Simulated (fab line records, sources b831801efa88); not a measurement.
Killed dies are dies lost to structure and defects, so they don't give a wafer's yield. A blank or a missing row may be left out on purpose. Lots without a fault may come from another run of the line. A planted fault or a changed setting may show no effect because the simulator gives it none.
Problem report in the 8D (eight disciplines) form, filled by code | flow sky130 | the parts of the form that need people (team, actions taken, sign-off) are left out

1. THE PROBLEM
rf_fwd_power_W at SKY_VIA1_ETCH_14 reads a mean of 574.7 W on 6 wafers of 2 lots; wafers without a fault read 495.6 W with a standard deviation of 2. That is +40 standard deviations from the usual mean.
The step: etches BARC in N2/H2, stops on SiO2, time 45.9 s, target depth 60 nm.
First seen on wafer L589.3, day 39 05:42, on rie_diel-01. The record holds 30 wafers of 10 lots with a number at this step. Rule for "out", or "out of limits": more than 4 standard deviations from the usual mean. The other wafers with a number count as sound.

2. WHAT IT IS AND WHAT IT IS NOT
question                    | is                     | is not
which readings at this step | rf_fwd_power_W         | drypump_motor_current_A, throttle_valve_pct
which lots                  | L589, L590             | L576, L578, L579, L581, L582, L584, L585, L595
which wafers of those lots  | all that have a number | -
read on which tools         | rie_diel-01            | rie_diel-02, rie_diel-04
when                        | from day 39 05:42      | up to then (21 sound wafers); but 3 sound wafers of L595 came after

3. SUSPECTS, AND WHAT RULES EACH OUT
Counting: a tool at a process step up to the reading stays a suspect if it ran every lot that is out and no sound lot after the first of them.
- rie_diel-01 at SKY_VIA1_ETCH_14 (etches BARC in N2/H2, stops on SiO2, time 45.9 s, target depth 60 nm): kept. It ran every lot that is out, first L589 (day 39 05:42), and no sound lot after that; its last sound lot up to then is L582 (day 37 04:58). Its own readings are out on those wafers: rf_fwd_power_W.
Left after counting: rie_diel-01 at SKY_VIA1_ETCH_14.

4. THE CAUSE (what the simulator had put in)
Process parameter drift: rie_diel-01, from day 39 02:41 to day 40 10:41, at SKY_VIA1_ETCH_14. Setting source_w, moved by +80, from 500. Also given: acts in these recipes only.
Counting left only this tool.

5. THE CHAIN OF EFFECTS, in route order
Each row: a reading whose mean over the struck wafers that have a number lies more than 3 standard deviations from the usual. Only readings for which the record gives a usual standard deviation are gone through. hours: the time from each lot's start at the first step in this table that gives one to its start at this step, as a median over the lots. sigmas: the change in usual standard deviations.
hours | step              | reading                  | usual   | on struck wafers | change | sigmas
0     | SKY_VIA1_ETCH_14  | rf_fwd_power_W           | 495.6 W | 574.7            | +79.1  | +40
0     | SKY_VIA1_STRIP_16 | strip_time_to_endpoint_s | 4.466 s | 4.393            | -0.073 | -3.3
The process steps in it:
- SKY_VIA1_ETCH_14: etches BARC in N2/H2, stops on SiO2, time 45.9 s, target depth 60 nm.
- SKY_VIA1_STRIP_16: strips in O2/N2.
Later measuring or inspecting steps at which every struck wafer that the step has a row for has a number for every such reading, and none has moved that far: SKY_VIA1_THK_MEAS_23.

6. WHAT WOULD HAVE CAUGHT IT SOONER
In this record the first reading out of limits was taken at day 39 05:42, 3 hours after the fault began at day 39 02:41.
